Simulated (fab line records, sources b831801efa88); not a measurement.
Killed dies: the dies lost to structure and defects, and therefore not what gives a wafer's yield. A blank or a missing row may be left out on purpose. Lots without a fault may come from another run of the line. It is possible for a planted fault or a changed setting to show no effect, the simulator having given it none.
fab line records    flow gf180mcu
record: lots: 5  wafers: 15  last_day: 34
route steps=602 shown HV_LDD@223 NSD@235
lots that met no fault: from a run of the same line without faults
start_h: hours from the record's opening day to when the first of the lot's shown wafers began    wait_h: hours elapsed since this lot's preceding step    " repeats the value in the row above    L1.1+2: a row that stands for several wafers    - no value present, or no start provided    * or withheld: withheld    < > ~ a bound
route shown NAME@n: a module of which the file shows steps, and the number in the route of the first    usual: the fault-free wafers' mean and standard deviation    same: alike in all rows    chamber/n: place in a boat    sites: readings site by site    _std_site: how widely they spread, as a standard deviation    _edge_site: outer sites' mean less inner sites'    radius_mm: how far each site lies from the wafer's centre    mask NAME#n: copy n    behind: the tool/chamber that last shaped the wafer    hold: why the lot was held/for how many hours/how that ended    device: the n, p or np transistor that did not switch    end of line: at the end of the route, the tests of the same wafers    a step without rows: its recipe alone    killed: not the wafer's yield, but the dies lost to structure and defects at the first sort    map: a wafer's dies, x killed, . not, _ none there
set.NAME: the setting as run; set.NAME@STEP: as run at that earlier step    model.NAME: the simulator's own value behind a step, which no gauge read
lots seen at some steps along the route; tables by step, rows by wafer
services: from which hour (start_h, from the record's first day; less than 0 if before it) a tool's chamber was out of use, for how many hours, and why
== steps ==
step: GF_HV_LDD_OVL_MEAS_47
usual: HV_LDD_03_OVL: 0.5/1.5
lot.wafer  tool        chamber  start_h  wait_h  HV_LDD_03_OVL[nm]
L087.2     overlay-01  -        375.61   0.1     -0.5
L087.3     "           -        "        "       0.2
L087.5     "           -        "        "       -1.4
L091.1     overlay-01  -        408.01   0.1     1.2
L091.4     "           -        "        "       -1.6
L091.5     "           -        "        "       -0.4
L093.2     overlay-01  -        427.62   0.1     1.0
L093.3     "           -        "        "       2.0
L093.4     "           -        "        "       1.7
L095.1     overlay-02  -        441.51   0.1     2.4
L095.4     "           -        "        "       2.5
L095.6     "           -        "        "       2.8
L096.1     overlay-02  -        447.89   0.1     1.2
L096.2     "           -        "        "       1.9
L096.6     "           -        "        "       0.8
step: GF_HV_LDD_IMPLANT_48
recipe: species: B  energy_kev: 25  dose_cm2: 3e+13  tilt_deg: 7
usual: beam_on_s: 10.00/0.18
lot.wafer  tool          chamber  start_h  wait_h  beam_on_s
L087.2     implanter-01  0        375.67   0.0     9.99
L087.3     "             0        "        "       10.09
L087.5     "             0        "        "       10.16
L091.1     implanter-04  0        408.05   0.0     9.94
L091.4     "             0        "        "       9.92
L091.5     "             0        "        "       9.76
L093.2     implanter-04  0        427.67   0.0     9.85
L093.3     "             0        "        "       9.94
L093.4     "             0        "        "       9.91
L095.1     implanter-03  0        441.55   0.0     9.89
L095.4     "             0        "        "       9.66
L095.6     "             0        "        "       10.04
L096.1     implanter-01  0        447.93   0.0     10.22
L096.2     "             0        "        "       9.82
L096.6     "             0        "        "       9.85
step: GF_HV_LDD_STRIP_49
recipe: chemistry: O2/N2  power_w: 1400  pressure_mtorr: 1500  platen_temp_c: 250  o2_flow_sccm: 3000  n2_flow_sccm: 300  overash_fraction: 0.5
usual: drypump_motor_current_A: 5.88/0.3  heater_power_w: 339/42  n2_flow_sccm: 300.1/0.95  o2_flow_sccm: 3001/7.7  oes_product_au: 0.715/0.0043  platen_temp_c: 249.99/0.17  strip_time_to_endpoint_s: 12.63/0.038
lot.wafer  tool             chamber  start_h  wait_h  drypump_motor_current_A  heater_power_w  n2_flow_sccm  o2_flow_sccm  oes_product_au  platen_temp_c  rf_hours_counter_h  strip_time_to_endpoint_s
L087.2     plasma_asher-02  0        375.79   0.1     5.64                     381             300.2         2997          0.713           250.02         58                  12.62
L087.3     "                1        "        "       6.15                     337             298.2         2994          0.713           249.85         -                   12.64
L087.5     "                1        "        "       6.13                     348             299.3         3006          0.716           249.88         -                   12.63
L091.1     plasma_asher-04  0        408.20   0.1     5.32                     310             300.3         2999          0.715           250.06         26                  12.58
L091.4     "                0        "        "       5.29                     306             301.4         3006          0.719           249.90         -                   12.57
L091.5     "                0        "        "       5.34                     300             299.8         2994          0.721           249.66         -                   12.62
L093.2     plasma_asher-03  0        427.80   0.1     6.00                     271             299.4         2994          0.710           250.11         79                  12.64
L093.3     "                1        "        "       6.17                     302             301.1         2990          0.712           250.17         -                   12.61
L093.4     "                0        "        "       6.00                     274             300.6         3001          0.717           250.15         -                   12.68
L095.1     plasma_asher-02  0        441.70   0.1     5.64                     372             301.2         3005          0.710           249.91         63                  12.66
L095.4     "                1        "        "       6.15                     336             300.0         2991          0.721           250.03         -                   12.67
L095.6     "                0        "        "       5.64                     386             301.3         3020          0.714           249.89         -                   12.67
L096.1     plasma_asher-03  1        448.08   0.1     6.13                     308             299.9         2993          0.713           249.89         82                  12.60
L096.2     "                0        "        "       5.98                     256             298.8         2991          0.727           249.80         82                  12.60
L096.6     "                1        "        "       6.11                     299             299.6         2995          0.716           250.06         -                   12.58
step: GF_HV_LDD_TW_MEAS_50
usual: HV_LDD_4_TW: 565/6.5
lot.wafer  tool           chamber  start_h  wait_h  HV_LDD_4_TW
L087.2     film_metro-01  -        375.90   0.1     564
L087.3     "              -        "        "       561
L087.5     "              -        "        "       561
L091.1     film_metro-04  -        408.30   0.1     563
L091.4     "              -        "        "       562
L091.5     "              -        "        "       559
L093.2     film_metro-01  -        427.91   0.1     562
L093.3     "              -        "        "       564
L093.4     "              -        "        "       562
L095.1     film_metro-04  -        441.80   0.1     559
L095.4     "              -        "        "       556
L095.6     "              -        "        "       557
L096.1     film_metro-04  -        448.18   0.1     553
L096.2     "              -        "        "       557
L096.6     "              -        "        "       558
step: GF_HV_LDD_CLEAN_51
recipe: chemistry: SC1/SC2  mix: 1:4:20  temp_c: 70  time_s: 150  dry: n2_spin
lot.wafer   tool          chamber  start_h  wait_h
L087.2+3+5  wet_bench-03  2        375.95   0.0
L091.1+4+5  wet_bench-01  0        408.36   0.1
L093.2+3+4  wet_bench-01  1        427.96   0.0
L095.1+4+6  wet_bench-03  1        441.86   0.1
L096.1+2+6  wet_bench-01  1        448.24   0.1
step: GF_HV_LDD_RTA_52
recipe: temp_c: 1000  time_s: 10  ambient: N2
usual: anneal_temp_c_max: 1003.7/1.1  lamp_power_pct: 32/4.2  wafer_temp_C_max: 1005.0/1.8
lot.wafer  tool           chamber  start_h  wait_h  anneal_temp_c_max  lamp_power_pct  wafer_temp_C_max
L087.2     rtp_anneal-01  0        376.06   0.0     1005.0             28              1003.5
L087.3     "              0        "        "       1003.6             28              1003.7
L087.5     "              0        "        "       1003.8             28              1004.2
L091.1     rtp_anneal-02  0        408.41   0.0     1003.2             36              1007.9
L091.4     "              0        "        "       1002.2             36              1005.5
L091.5     "              0        "        "       1003.6             36              1007.1
L093.2     rtp_anneal-01  0        428.02   0.0     1004.3             28              1002.9
L093.3     "              0        "        "       1005.6             28              1002.7
L093.4     "              0        "        "       1005.6             28              1004.3
L095.1     rtp_anneal-01  0        441.91   0.0     1005.1             27              1003.4
L095.4     "              0        "        "       1003.9             28              1003.9
L095.6     "              0        "        "       1005.9             28              1002.8
L096.1     rtp_anneal-02  0        448.29   0.0     1002.5             36              1008.2
L096.2     "              0        "        "       1002.8             36              1005.9
L096.6     "              0        "        "       1002.5             36              1008.0
step: GF_HV_LDD_RS_MEAS_53
recipe: thk_meas_gauge: four-point-probe
usual: HV_LDD_RS: 418.1/0.98
lot.wafer  tool           chamber  start_h  wait_h  HV_LDD_RS[ohm/sq]
L087.2     film_metro-04  -        376.14   0.1     416.8
L087.3     "              -        "        "       417.1
L087.5     "              -        "        "       417.7
L091.1     film_metro-02  -        408.47   0.1     419.2
L091.4     "              -        "        "       418.0
L091.5     "              -        "        "       419.0
L093.2     film_metro-04  -        428.09   0.1     418.8
L093.3     "              -        "        "       417.3
L093.4     "              -        "        "       417.7
L095.1     film_metro-02  -        441.97   0.1     419.6
L095.4     "              -        "        "       419.8
L095.6     "              -        "        "       419.7
L096.1     film_metro-01  -        448.36   0.1     416.7
L096.2     "              -        "        "       418.3
L096.6     "              -        "        "       418.2
step: GF_HV_LDD_CVD_54
recipe: material: SiO2  target_thk_nm: 10  precursor: TEOS  temp_c: 680  time_s: 75  pressure_mtorr: 400
usual: zone_power_bottom_pct: 16.5/0.94  zone_power_centre_pct: 12.04/0.19  zone_power_lower_pct: 10.6/1.3  zone_power_upper_pct: 9.5/0.65
lot.wafer  tool      chamber  start_h  wait_h  zone_power_bottom_pct  zone_power_centre_pct  zone_power_lower_pct  zone_power_upper_pct
L087.2     lpcvd-01  1        376.24   0.1     17.3                   12.23                  9.8                   10.0
L087.3     "         1        "        "       17.8                   12.12                  9.8                   10.1
L087.5     "         1        "        "       17.8                   12.10                  9.7                   10.2
L091.1     lpcvd-02  1        408.59   0.1     14.7                   12.45                  9.9                   9.9
L091.4     "         1        "        "       14.7                   12.54                  10.1                  9.8
L091.5     "         1        "        "       14.5                   12.28                  10.0                  10.1
L093.2     lpcvd-01  1        428.19   0.1     17.8                   12.02                  9.8                   10.1
L093.3     "         1        "        "       17.5                   12.15                  10.2                  10.0
L093.4     "         1        "        "       17.5                   12.00                  10.1                  10.1
L095.1     lpcvd-02  1        442.09   0.1     14.5                   12.37                  10.1                  10.1
L095.4     "         1        "        "       14.7                   12.65                  9.9                   10.1
L095.6     "         1        "        "       14.5                   12.34                  10.1                  10.1
L096.1     lpcvd-02  0        448.48   0.1     16.5                   11.89                  9.2                   9.6
L096.2     "         0        "        "       16.5                   11.87                  9.3                   9.7
L096.6     "         0        "        "       16.4                   12.19                  9.4                   9.7
step: GF_HV_LDD_THK_MEAS_55
recipe: reads: SiO2_of_HV_LDD_CVD_54
usual: HV_LDD_CVD_54_THK: 9.99/0.15
lot.wafer  tool           chamber  start_h  wait_h  HV_LDD_CVD_54_THK[nm]
L087.2     film_metro-02  -        377.78   0.0     9.97
L087.3     "              -        "        "       10.00
L087.5     "              -        "        "       9.87
L091.1     film_metro-01  -        409.61   0.0     10.09
L091.4     "              -        "        "       10.03
L091.5     "              -        "        "       10.07
L093.2     film_metro-02  -        429.73   0.0     9.74
L093.3     "              -        "        "       9.77
L093.4     "              -        "        "       9.84
L095.1     film_metro-04  -        443.11   0.0     10.06
L095.4     "              -        "        "       10.01
L095.6     "              -        "        "       9.91
L096.1     film_metro-04  -        449.50   0.0     9.66
L096.2     "              -        "        "       9.66
L096.6     "              -        "        "       9.71
step: GF_HV_LDD_CVD_56
recipe: material: Si3N4  precursor: DCS/NH3  target_thk_nm: 90  temp_c: 770  time_s: 1543  pressure_mtorr: 250
usual: zone_power_bottom_pct: 21.4/0.85  zone_power_centre_pct: 15.18/0.2  zone_power_lower_pct: 13.0/1.6  zone_power_upper_pct: 12.2/0.78
lot.wafer  tool      chamber  start_h  wait_h  zone_power_bottom_pct  zone_power_centre_pct  zone_power_lower_pct  zone_power_upper_pct
L087.2     lpcvd-01  0        377.83   0.0     21.4                   15.05                  15.8                  11.0
L087.3     "         0        "        "       21.4                   14.97                  15.3                  10.9
L087.5     "         0        "        "       21.5                   14.97                  15.9                  11.0
L091.1     lpcvd-01  1        409.67   0.1     22.4                   15.45                  12.4                  12.8
L091.4     "         1        "        "       22.6                   15.40                  13.0                  12.7
L091.5     "         1        "        "       22.0                   15.38                  12.7                  12.8
L093.2     lpcvd-02  0        429.78   0.0     20.8                   15.14                  11.8                  12.5
L093.3     "         0        "        "       20.8                   15.45                  11.7                  12.4
L093.4     "         0        "        "       20.5                   14.94                  11.7                  12.3
L095.1     lpcvd-01  1        444.32   1.2     22.0                   15.27                  12.5                  13.2
L095.4     "         1        "        "       22.4                   15.26                  12.7                  12.7
L095.6     "         1        "        "       22.3                   15.17                  12.4                  12.9
L096.1     lpcvd-01  0        449.56   0.1     21.6                   15.19                  15.7                  11.0
L096.2     "         0        "        "       21.4                   15.03                  16.0                  10.9
L096.6     "         0        "        "       21.3                   14.87                  15.6                  10.8
step: GF_HV_LDD_THK_MEAS_57
recipe: reads: Si3N4_of_HV_LDD_CVD_56
usual: HV_LDD_CVD_56_THK: 89.7/0.91
lot.wafer  tool           chamber  start_h  wait_h  HV_LDD_CVD_56_THK[nm]
L087.2     film_metro-04  -        379.98   0.0     90.0
L087.3     "              -        "        "       89.8
L087.5     "              -        "        "       89.1
L091.1     film_metro-01  -        411.10   0.0     88.1
L091.4     "              -        "        "       88.6
L091.5     "              -        "        "       88.8
L093.2     film_metro-02  -        431.22   0.0     90.5
L093.3     "              -        "        "       89.5
L093.4     "              -        "        "       89.8
L095.1     film_metro-04  -        445.75   0.0     90.0
L095.4     "              -        "        "       90.0
L095.6     "              -        "        "       90.1
L096.1     film_metro-04  -        450.99   0.0     90.8
L096.2     "              -        "        "       91.1
L096.6     "              -        "        "       90.6
step: GF_HV_LDD_ETCHBACK_58
recipe: chemistry: CH3F/O2  target: Si3N4  stop_on: SiO2  source_w: 400  bias_w: 80  pressure_mtorr: 25  ch3f_flow_sccm: 40  O2_flow_sccm: 30  time_s: 100  target_depth_a: 900
usual: O2_flow_sccm: 30.00/0.087  drypump_motor_current_A: 6.0/0.36  oes_product_au: 0.841/0.0067  throttle_valve_pct: 10.561/0.0085
lot.wafer  tool         chamber  start_h  wait_h  O2_flow_sccm  drypump_motor_current_A  oes_product_au  rf_hours_counter_h  throttle_valve_pct
L087.2     rie_diel-02  1        380.03   0.0     29.89         5.7                      0.850           53                  10.561
L087.3     "            0        "        "       29.96         5.7                      0.841           6                   10.566
L087.5     "            0        "        "       29.87         5.7                      0.825           -                   10.543
L091.1     rie_diel-02  3        411.16   0.1     30.07         6.7                      0.835           55                  10.559
L091.4     "            1        "        "       29.97         5.7                      0.846           53                  10.545
L091.5     "            1        "        "       30.03         5.7                      0.833           -                   10.558
L093.2     rie_diel-03  2        431.27   0.0     30.08         5.9                      0.847           59                  10.559
L093.3     "            0        "        "       30.12         6.2                      0.841           80                  10.577
L093.4     "            3        "        "       30.04         6.3                      0.841           77                  10.567
L095.1     rie_diel-02  3        445.81   0.1     30.13         6.7                      0.843           56                  10.569
L095.4     "            0        "        "       30.02         5.7                      0.846           8                   10.549
L095.6     "            1        "        "       29.96         5.7                      0.847           -                   10.557
L096.1     rie_diel-03  2        451.05   0.1     29.96         5.9                      0.846           60                  10.550
L096.2     "            0        "        "       30.11         6.2                      0.853           81                  10.567
L096.6     "            0        "        "       30.12         6.2                      0.846           -                   10.552
step: GF_NSD_DEHYDRATE_00
recipe: temp_c: 200  time_s: 60
usual: chill_plate_temp_C: 23.01/0.087
lot.wafer  tool            chamber  start_h  wait_h  chill_plate_temp_C
L087.2     litho_track-01  0        390.56   10.5    23.12
L087.3     "               0        "        "       22.90
L087.5     "               0        "        "       22.93
L091.1     litho_track-03  0        422.34   11.1    22.97
L091.4     "               0        "        "       23.16
L091.5     "               0        "        "       23.06
L093.2     litho_track-03  0        442.37   11.1    22.99
L093.3     "               0        "        "       23.05
L093.4     "               0        "        "       23.00
L095.1     litho_track-01  0        457.48   11.6    22.96
L095.4     "               0        "        "       22.97
L095.6     "               0        "        "       22.97
L096.1     litho_track-01  0        462.63   11.6    23.00
L096.2     "               0        "        "       23.11
L096.6     "               0        "        "       23.08
step: GF_NSD_HMDS_01
recipe: prime_time_s: 60  prime_temp_c: 120
usual: chill_plate_temp_C: 22.99/0.11
lot.wafer  tool            chamber  start_h  wait_h  chill_plate_temp_C
L087.2     litho_track-01  0        390.71   0.1     23.00
L087.3     "               0        "        "       22.92
L087.5     "               0        "        "       22.82
L091.1     litho_track-03  0        422.49   0.1     22.91
L091.4     "               0        "        "       22.83
L091.5     "               0        "        "       22.85
L093.2     litho_track-03  0        442.52   0.1     23.19
L093.3     "               0        "        "       22.94
L093.4     "               0        "        "       23.07
L095.1     litho_track-01  0        457.63   0.1     22.76
L095.4     "               0        "        "       22.92
L095.6     "               0        "        "       22.91
L096.1     litho_track-01  0        462.78   0.1     23.08
L096.2     "               0        "        "       22.93
L096.6     "               0        "        "       23.05
step: GF_NSD_COAT_02
recipe: resist: NOVOLAK  spin_rpm: 3000  resist_thk_nm: 1000
usual: chill_plate_temp_C: 22.99/0.11  dispense_pressure_kPa: 46.4/1.9  spin_speed_rpm: 2999.9/2.2
lot.wafer  tool            chamber  start_h  wait_h  chill_plate_temp_C  dispense_pressure_kPa  spin_speed_rpm
L087.2     litho_track-01  0        390.86   0.1     22.78               44.5                   3000.4
L087.3     "               0        "        "       22.79               44.5                   3001.9
L087.5     "               0        "        "       22.78               44.5                   3003.8
L091.1     litho_track-03  0        422.64   0.1     23.06               48.7                   2998.3
L091.4     "               0        "        "       22.90               48.7                   2997.8
L091.5     "               0        "        "       23.08               48.8                   2998.4
L093.2     litho_track-03  0        442.67   0.1     23.02               48.7                   2996.4
L093.3     "               0        "        "       22.86               48.8                   2999.1
L093.4     "               0        "        "       23.06               48.7                   2998.5
L095.1     litho_track-01  0        457.78   0.1     22.81               44.6                   2993.6
L095.4     "               0        "        "       22.91               44.5                   3002.1
L095.6     "               0        "        "       22.85               44.5                   3002.2
L096.1     litho_track-01  0        462.93   0.1     22.87               44.5                   2999.2
L096.2     "               0        "        "       22.98               44.5                   3001.0
L096.6     "               0        "        "       22.81               44.6                   3003.3
step: GF_NSD_SOFTBAKE_03
recipe: temp_c: 90  time_s: 60  resist: NOVOLAK
usual: chill_plate_temp_C: 22.99/0.11
lot.wafer  tool            chamber  start_h  wait_h  chill_plate_temp_C
L087.2     litho_track-01  0        391.01   0.1     23.00
L087.3     "               0        "        "       22.86
L087.5     "               0        "        "       22.85
L091.1     litho_track-03  0        422.79   0.1     22.99
L091.4     "               0        "        "       23.03
L091.5     "               0        "        "       22.94
L093.2     litho_track-03  0        442.82   0.1     23.04
L093.3     "               0        "        "       22.98
L093.4     "               0        "        "       22.94
L095.1     litho_track-01  0        457.93   0.1     22.92
L095.4     "               0        "        "       22.91
L095.6     "               0        "        "       23.05
L096.1     litho_track-01  0        463.08   0.1     23.02
L096.2     "               0        "        "       22.90
L096.6     "               0        "        "       22.96
step: GF_NSD_EXPOSE_04
recipe: mask_id: Nplus  target_cd_nm: 400  na: 0.6  source_shape: conventional  sigma_outer: 0.6  dose_mj: 140
usual: stage_vel_mm_s: 499.96/0.26
lot.wafer  tool              chamber  start_h  wait_h  mask     stage_vel_mm_s
L087.2     iline_stepper-02  0        -        -       Nplus#0  500.07
L087.3     "                 0        "        "       Nplus#0  500.08
L087.5     "                 0        "        "       Nplus#0  500.12
L091.1     iline_stepper-01  0        -        -       Nplus#0  500.03
L091.4     "                 0        "        "       Nplus#0  500.17
L091.5     "                 0        "        "       Nplus#0  499.69
L093.2     iline_stepper-02  0        -        -       Nplus#0  499.97
L093.3     "                 0        "        "       Nplus#0  499.83
L093.4     "                 0        "        "       Nplus#0  499.97
L095.1     iline_stepper-02  0        -        -       Nplus#0  499.96
L095.4     "                 0        "        "       Nplus#0  499.87
L095.6     "                 0        "        "       Nplus#0  499.55
L096.1     iline_stepper-01  0        -        -       Nplus#0  499.64
L096.2     "                 0        "        "       Nplus#0  499.80
L096.6     "                 0        "        "       Nplus#0  499.91
step: GF_NSD_PEB_05
recipe: temp_c: withheld  time_s: *  resist: NOVOLAK
usual: chill_plate_temp_C: *
lot.wafer  tool            chamber  start_h  wait_h  chill_plate_temp_C
L087.2     litho_track-04  0        -        -       *
L087.3     "               0        "        "       *
L087.5     "               0        "        "       *
L091.1     litho_track-03  0        -        -       *
L091.4     "               0        "        "       *
L091.5     "               0        "        "       *
L093.2     litho_track-01  0        -        -       *
L093.3     "               0        "        "       *
L093.4     "               0        "        "       *
L095.1     litho_track-01  0        -        -       *
L095.4     "               0        "        "       *
L095.6     "               0        "        "       *
L096.1     litho_track-03  0        -        -       *
L096.2     "               0        "        "       *
L096.6     "               0        "        "       *
step: GF_NSD_DEVELOP_06
recipe: develop_time_s: 60  dev_temp_c: 23
usual: chill_plate_temp_C: 23.00/0.1
lot.wafer  tool            chamber  start_h  wait_h  chill_plate_temp_C
L087.2     litho_track-04  0        402.65   0.1     22.93
L087.3     "               0        "        "       22.96
L087.5     "               0        "        "       22.90
L091.1     litho_track-03  0        434.94   0.1     23.11
L091.4     "               0        "        "       22.88
L091.5     "               0        "        "       22.96
L093.2     litho_track-01  0        454.86   0.1     23.01
L093.3     "               0        "        "       23.20
L093.4     "               0        "        "       22.99
L095.1     litho_track-01  0        469.93   0.1     23.04
L095.4     "               0        "        "       22.91
L095.6     "               0        "        "       22.86
L096.1     litho_track-03  0        474.94   0.1     23.20
L096.2     "               0        "        "       23.08
L096.6     "               0        "        "       23.12
step: GF_NSD_CD_MEAS_07
recipe: target_cd_nm: 400
usual: cd_nm: 399.4/2.4
lot.wafer  tool       chamber  start_h  wait_h  cd_nm
L087.2     cd_sem-01  -        402.80   0.1     397.8
L087.3     "          -        "        "       400.0
L087.5     "          -        "        "       399.8
L091.1     cd_sem-01  -        435.09   0.1     397.8
L091.4     "          -        "        "       398.2
L091.5     "          -        "        "       396.3
L093.2     cd_sem-02  -        455.00   0.1     402.2
L093.3     "          -        "        "       402.1
L093.4     "          -        "        "       399.9
L095.1     cd_sem-01  -        470.08   0.1     396.8
L095.4     "          -        "        "       397.3
L095.6     "          -        "        "       398.6
L096.1     cd_sem-01  -        475.09   0.1     396.0
L096.2     "          -        "        "       398.7
L096.6     "          -        "        "       399.2
step: GF_NSD_OVL_MEAS_08
usual: NSD_OVL: 0.9/1.4
lot.wafer  tool        chamber  start_h  wait_h  NSD_OVL[nm]
L087.2     overlay-02  -        402.90   0.1     -0.2
L087.3     "           -        "        "       0.2
L087.5     "           -        "        "       -0.4
L091.1     overlay-02  -        435.21   0.1     0.4
L091.4     "           -        "        "       2.4
L091.5     "           -        "        "       0.6
L093.2     overlay-01  -        455.11   0.1     0.9
L093.3     "           -        "        "       1.3
L093.4     "           -        "        "       0.5
L095.1     overlay-01  -        470.20   0.1     1.7
L095.4     "           -        "        "       2.2
L095.6     "           -        "        "       2.6
L096.1     overlay-02  -        475.21   0.1     1.9
L096.2     "           -        "        "       0.4
L096.6     "           -        "        "       1.6
step: GF_NSD_IMPLANT_09
recipe: species: As  energy_kev: 60  dose_cm2: 4e+15  tilt_deg: 7
usual: beam_on_s: 20.1/0.87
lot.wafer  tool          chamber  start_h  wait_h  beam_on_s
L087.2     implanter-02  0        402.96   0.0     19.7
L087.3     "             0        "        "       19.9
L087.5     "             0        "        "       19.3
L091.1     implanter-04  0        435.25   0.0     19.1
L091.4     "             0        "        "       18.8
L091.5     "             0        "        "       19.6
L093.2     implanter-03  0        455.17   0.0     21.2
L093.3     "             0        "        "       22.0
L093.4     "             0        "        "       21.6
L095.1     implanter-02  0        470.24   0.0     19.6
L095.4     "             0        "        "       20.1
L095.6     "             0        "        "       20.2
L096.1     implanter-03  0        475.25   0.0     20.6
L096.2     "             0        "        "       21.0
L096.6     "             0        "        "       21.5
== services ==
tool              chamber  start_h  hours  kind
rie_diel-02       0        351.95   3.7    repair
implanter-03      -        360.19   4.6    pm
plasma_asher-04   -        364.37   1.4    repair
implanter-04      -        372.52   7.6    repair
rtp_anneal-02     -        373.36   1.8    pm
plasma_asher-02   -        378.74   3.1    repair
implanter-03      -        381.13   3.9    repair
iline_stepper-02  -        395.64   4.4    pm
iline_stepper-02  0        399.98   -      calibration
iline_stepper-02  -        412.61   2.1    pm
rie_diel-02       -        414.60   1.1    repair
iline_stepper-02  -        414.69   -      consumable_replace:lamp
plasma_asher-02   -        416.55   17.4   pm
implanter-01      -        424.91   1.7    repair
iline_stepper-01  -        426.53   1.7    pm
lpcvd-01          -        429.72   14.6   pm
plasma_asher-03   -        431.19   4.4    repair
implanter-01      -        440.48   3.8    pm
wet_bench-03      -        459.37   1.9    pm
== key ==
fault none
